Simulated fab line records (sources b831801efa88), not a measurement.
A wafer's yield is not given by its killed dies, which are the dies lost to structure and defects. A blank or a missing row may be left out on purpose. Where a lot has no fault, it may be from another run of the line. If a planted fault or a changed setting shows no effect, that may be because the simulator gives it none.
fab line records	flow sky130
record: lots: 11	wafers: 33	last-day: 50
route steps=708 shown CAP2M@617 METAL4@630 METAL5@665
lots with no fault: from the same line, run without faults
start-h: hours from the record's first day to the start of the lot's first wafer shown	wait-h: how many hours have passed since the lot's step before this one	" as in the row above	L1.1+2: several wafers, shown together as one row	- no value, or no start given	* or withheld: withheld	< > ~ a bound
route shown NAME@n: a module of which the file shows steps, and the number in the route of the first	usual: the fault-free wafers' mean and standard deviation	same: alike in all rows	chamber/n: place in a boat	sites: the reading at each site	_std_site: the standard deviation of these	_edge_site: the outer-site mean with the inner-site mean subtracted	radius-mm: for every site, how far away it sits from the centre of the wafer	mask NAME#n: copy n	behind: the last tool/chamber to shape the wafer	hold: what put the lot on hold/how long, in hours/how the hold closed	device: names the non-switching transistor (n, p or np)	end of line: the route-end tests of the same wafers	a step without rows: its recipe alone	killed: the dies lost at the first sort to structure and to defects; this is not the yield of the wafer	map: a wafer's dies, x killed, . not, _ none there
set.NAME: the setting the step ran with; set.NAME@STEP: the setting that earlier step ran with	model.NAME: the simulator's own value behind a step, which no gauge read
steps of the route over a sample of lots; a table a step, a row a wafer
services: from which hour (start-h, from the record's first day; less than 0 if before it) a tool's chamber was out of use, for how many hours, and why
== steps ==
step: SKY_CAP2M_STRIP_14
recipe: chemistry: O2/N2	power-w: 1400	pressure-mtorr: 1500	platen-temp-c: withheld	o2-flow-sccm: 3000	n2-flow-sccm: 300	overash-fraction: 0.5
usual: drypump-motor-current-A: 5.9/0.43	o2-flow-sccm: 2998/9.5	oes-product-au: 0.710/0.0048	strip-time-to-endpoint-s: 12.66/0.05
lot.wafer	tool	chamber	start-h	wait-h	drypump-motor-current-A	o2-flow-sccm	oes-product-au	rf-hours-counter-h	strip-time-to-endpoint-s
L121.1	plasma-asher-01	0	958.17	0.1	6.1	2996	0.710	21	12.73
L121.3	"	0	"	"	6.1	2998	0.708	-	12.73
L121.5	"	1	"	"	6.7	3000	0.717	-	12.74
L122.2	plasma-asher-02	1	966.02	0.1	6.0	2991	0.709	52	12.63
L122.4	"	0	"	"	5.8	2979	0.708	-	12.64
L122.6	"	1	"	"	6.1	2991	0.708	-	12.63
L125.4	plasma-asher-04	1	983.31	0.1	5.3	2994	0.702	-	12.70
L125.5	"	1	"	"	5.3	3003	0.711	-	12.73
L125.6	"	0	"	"	6.0	3010	0.717	-	12.69
L131.2	plasma-asher-04	1	1026.92	0.1	5.3	2998	0.703	113	12.72
L131.5	"	0	"	"	6.0	3014	0.704	-	12.78
L131.6	"	1	"	"	5.3	2982	0.709	-	12.66
L136.1	plasma-asher-02	0	1057.24	0.1	5.8	2991	0.707	61	12.63
L136.2	"	1	"	"	6.1	2995	0.707	61	12.68
L136.4	"	1	"	"	6.1	2999	0.709	-	12.62
L137.1	plasma-asher-01	0	1066.92	0.1	6.2	2997	0.716	32	12.62
L137.3	"	1	"	"	6.7	2992	0.712	-	12.65
L137.6	"	0	"	"	6.2	2993	0.713	-	12.68
L138.2	plasma-asher-02	1	1071.62	0.1	6.1	2987	0.706	62	12.58
L138.3	"	1	"	"	6.1	3008	0.717	-	12.64
L138.6	"	0	"	"	5.8	2999	0.710	-	12.66
L139.1	plasma-asher-04	1	1085.91	0.1	5.3	2993	0.706	2	12.61
L139.4	"	0	"	"	6.0	2999	0.708	-	12.66
L139.5	"	0	"	"	6.0	2999	0.711	-	12.65
L141.2	plasma-asher-01	0	1087.52	0.1	6.2	2994	0.707	34	12.59
L141.3	"	0	"	"	6.2	2999	0.708	-	12.65
L141.6	"	0	"	"	6.1	3007	0.710	-	12.56
L142.1	plasma-asher-02	1	1087.82	0.1	6.1	3010	0.713	64	12.62
L142.3	"	0	"	"	5.8	3000	0.710	-	12.58
L142.5	"	1	"	"	6.1	2997	0.708	-	12.53
L144.1	plasma-asher-02	0	1102.52	0.1	5.8	3001	0.706	65	12.65
L144.2	"	1	"	"	6.1	2996	0.710	65	12.66
L144.3	"	1	"	"	6.1	2998	0.710	-	12.65
step: SKY_METAL4_OVL_MEAS_14
usual: METAL4_OVL: -2/4.9
lot.wafer	tool	chamber	start-h	wait-h	METAL4_OVL[nm]
L121.1	overlay-01	-	982.93	0.1	16
L121.3	"	-	"	"	9
L121.5	"	-	"	"	11
L122.2	overlay-01	-	990.57	0.1	1
L122.4	"	-	"	"	0
L122.6	"	-	"	"	5
L125.4	overlay-01	-	1006.78	0.1	-5
L125.5	"	-	"	"	-6
L125.6	"	-	"	"	-1
L131.2	overlay-01	-	1050.03	0.1	7
L131.5	"	-	"	"	-8
L131.6	"	-	"	"	4
L136.1	overlay-01	-	1079.52	0.1	-11
L136.2	"	-	"	"	-9
L136.4	"	-	"	"	-7
L137.1	overlay-02	-	1089.22	0.1	-5
L137.3	"	-	"	"	-3
L137.6	"	-	"	"	-1
L138.2	overlay-01	-	1093.37	0.1	-8
L138.3	"	-	"	"	-2
L138.6	"	-	"	"	-15
L139.1	overlay-01	-	1107.38	0.1	3
L139.4	"	-	"	"	-1
L139.5	"	-	"	"	-4
L141.2	overlay-01	-	1108.72	0.1	-5
L141.3	"	-	"	"	-11
L141.6	"	-	"	"	-4
L142.1	overlay-01	-	1109.33	0.1	-1
L142.3	"	-	"	"	6
L142.5	"	-	"	"	4
L144.1	overlay-02	-	1123.22	0.1	-3
L144.2	"	-	"	"	5
L144.3	"	-	"	"	4
step: SKY_METAL5_SPUTTER_04
recipe: material: TiN	target-thk-nm: 70	power-w: 6500	time-s: 58.3	chamber-pressure-pa: 0.4
usual: throttle-valve-pct: 30.5/0.9
lot.wafer	tool	chamber	start-h	wait-h	throttle-valve-pct
L121.1	pvd-sputter-01	-	1008.46	0.0	30.4
L121.3	"	-	"	"	29.8
L121.5	"	-	"	"	29.9
L122.2	pvd-sputter-03	-	1016.16	0.0	31.5
L122.4	"	-	"	"	31.4
L122.6	"	-	"	"	31.6
L125.4	pvd-sputter-03	-	1032.49	0.0	31.7
L125.5	"	-	"	"	31.1
L125.6	"	-	"	"	31.8
L131.2	pvd-sputter-04	-	1074.58	0.0	30.6
L131.5	"	-	"	"	31.0
L131.6	"	-	"	"	29.3
L136.1	pvd-sputter-01	-	1103.06	0.0	29.9
L136.2	"	-	"	"	28.6
L136.4	"	-	"	"	29.9
L137.1	pvd-sputter-03	-	1112.27	0.0	31.9
L137.3	"	-	"	"	30.9
L137.6	"	-	"	"	31.5
L138.2	pvd-sputter-03	-	1117.24	0.0	30.5
L138.3	"	-	"	"	31.9
L138.6	"	-	"	"	30.9
L139.1	pvd-sputter-04	-	1129.55	0.0	29.2
L139.4	"	-	"	"	30.6
L139.5	"	-	"	"	30.8
L141.2	pvd-sputter-01	-	1131.24	0.0	28.9
L141.3	"	-	"	"	30.5
L141.6	"	-	"	"	28.5
L142.1	pvd-sputter-04	-	1132.14	0.0	30.8
L142.3	"	-	"	"	29.0
L142.5	"	-	"	"	30.4
L144.1	pvd-sputter-04	-	1144.68	0.0	30.8
L144.2	"	-	"	"	30.7
L144.3	"	-	"	"	29.3
step: SKY_METAL5_COAT_09
recipe: resist: NOVOLAK	spin-rpm: 3000	resist-thk-nm: 1800
lot.wafer	tool	chamber	start-h	wait-h
L121.1+3+5	litho-track-02	0	1019.15	0.1
L122.2+4+6	litho-track-04	0	1027.14	0.1
L125.4+5+6	litho-track-01	0	1043.13	0.1
L131.2+5+6	litho-track-01	0	1085.73	0.1
L136.1+2+4	litho-track-04	0	1113.36	0.1
L137.1+3+6	litho-track-02	0	1121.75	0.1
L138.2+3+6	litho-track-02	0	1127.28	0.1
L139.1+4+5	litho-track-04	0	1137.96	0.1
L141.2+3+6	litho-track-01	0	1139.53	0.1
L142.1+3+5	litho-track-01	0	1140.91	0.1
L144.1+2+3	litho-track-01	0	1153.91	0.1
step: SKY_METAL5_STRIP_16
recipe: chemistry: O2/N2	power-w: 1400	pressure-mtorr: 1500	platen-temp-c: withheld	o2-flow-sccm: 3000	n2-flow-sccm: 300	overash-fraction: 0.5
usual: drypump-motor-current-A: 5.9/0.42	o2-flow-sccm: 3001/9.4	oes-product-au: 0.711/0.005	strip-time-to-endpoint-s: 13.05/0.098
lot.wafer	tool	chamber	start-h	wait-h	drypump-motor-current-A	o2-flow-sccm	oes-product-au	rf-hours-counter-h	strip-time-to-endpoint-s
L121.1	plasma-asher-01	0	1031.33	0.2	6.1	2995	0.713	28	12.95
L121.3	"	0	"	"	6.1	3000	0.710	-	13.08
L121.5	"	1	"	"	6.7	3008	0.705	-	12.86
L122.2	plasma-asher-04	1	1038.97	0.2	5.3	3013	0.709	114	13.23
L122.4	"	1	"	"	5.3	3013	0.710	-	13.10
L122.6	"	1	"	"	5.3	3006	0.721	-	13.15
L125.4	plasma-asher-03	0	1054.51	0.1	5.8	3012	0.708	-	12.92
L125.5	"	0	"	"	5.8	2982	0.710	-	12.87
L125.6	"	1	"	"	5.7	3005	0.708	-	12.86
L131.2	plasma-asher-01	0	1095.33	0.2	6.1	3001	0.717	35	12.99
L131.5	"	1	"	"	6.7	3003	0.710	-	13.08
L131.6	"	0	"	"	6.1	2987	0.712	-	15.17
L136.1	plasma-asher-03	0	1123.32	0.2	5.8	3003	0.719	104	13.12
L136.2	"	1	"	"	5.7	3004	0.714	104	13.17
L136.4	"	0	"	"	5.8	3016	0.708	-	13.10
L137.1	plasma-asher-03	1	1132.29	0.4	5.7	3003	0.709	105	13.16
L137.3	"	1	"	"	5.6	3017	0.713	-	13.15
L137.6	"	1	"	"	5.7	3006	0.712	-	13.12
L138.2	plasma-asher-04	0	1136.67	0.2	6.0	3003	0.707	5	13.00
L138.3	"	0	"	"	6.0	3002	0.720	-	12.99
L138.6	"	1	"	"	5.3	2990	0.701	-	12.94
L139.1	plasma-asher-01	1	1148.43	0.2	6.7	3003	0.711	40	13.06
L139.4	"	0	"	"	6.1	2997	0.719	-	12.95
L139.5	"	0	"	"	6.1	2990	0.710	-	13.01
L141.2	plasma-asher-04	0	1150.24	0.3	6.0	3004	0.719	6	12.94
L141.3	"	1	"	"	5.3	3011	0.711	-	12.94
L141.6	"	1	"	"	5.3	3006	0.710	-	12.99
L142.1	plasma-asher-04	0	1151.50	0.4	6.0	2993	0.711	7	13.05
L142.3	"	1	"	"	5.3	3007	0.708	-	13.07
L142.5	"	0	"	"	6.0	2991	0.710	-	13.08
L144.1	plasma-asher-04	1	1162.68	0.2	5.3	2982	0.712	8	13.11
L144.2	"	0	"	"	6.0	2989	0.712	8	13.15
L144.3	"	1	"	"	5.3	3005	0.707	-	13.07
== services ==
tool	chamber	start-h	hours	kind
pvd-sputter-03	-	940.61	5.2	repair
pvd-sputter-03	-	944.92	1.8	repair
pvd-sputter-03	1	1016.21	-	consumable-replace:kit
pvd-sputter-03	1	1016.21	18.0	scheduled-down
pvd-sputter-03	1	1016.21	18.0	vent-cycle
pvd-sputter-04	1	1045.41	-	consumable-replace:kit
pvd-sputter-04	1	1045.41	18.0	scheduled-down
pvd-sputter-04	1	1045.41	18.0	vent-cycle
pvd-sputter-04	-	1053.14	3.7	repair
plasma-asher-04	-	1055.31	9.0	pm
plasma-asher-04	0	1055.31	9.0	vent-cycle
plasma-asher-04	1	1055.31	9.0	vent-cycle
plasma-asher-04	0	1064.31	-	clean
plasma-asher-04	1	1064.31	-	clean
plasma-asher-04	-	1100.85	17.1	repair
plasma-asher-03	-	1103.78	1.5	repair
plasma-asher-04	-	1121.26	2.8	pm
pvd-sputter-03	-	1127.05	0.6	repair
pvd-sputter-03	-	1142.84	1.0	repair
pvd-sputter-04	0	1144.73	-	consumable-replace:kit
pvd-sputter-04	0	1144.73	18.0	scheduled-down
pvd-sputter-04	0	1144.73	18.0	vent-cycle
pvd-sputter-03	0	1148.17	-	consumable-replace:kit
plasma-asher-03	-	1152.49	1.3	repair
== key ==
first-sign: step: SKY_METAL5_STRIP_16	reading: strip-time-to-endpoint-s	direction: up	sigmas: 22	usual: *	struck: *
effect none on later readings
met-at SKY_METAL5_COAT_09
struck-lots L131
struck-wafers L131.6
not-acting-at SKY_CAP2M_STRIP_14,SKY_METAL4_OVL_MEAS_14,SKY_METAL5_SPUTTER_04
onset-between 1043.13 1085.73
fault: kind: process-parameter-drift	tool: litho-track-01	chamber: -	onset-h: 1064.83	steps: SKY_METAL5_COAT_09	channel: resist-thk-nm	offset: 177.68	shape: step	end-h: 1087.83	scope: struck-wafers-only	acts-in: these-recipes-only	stated: 1800
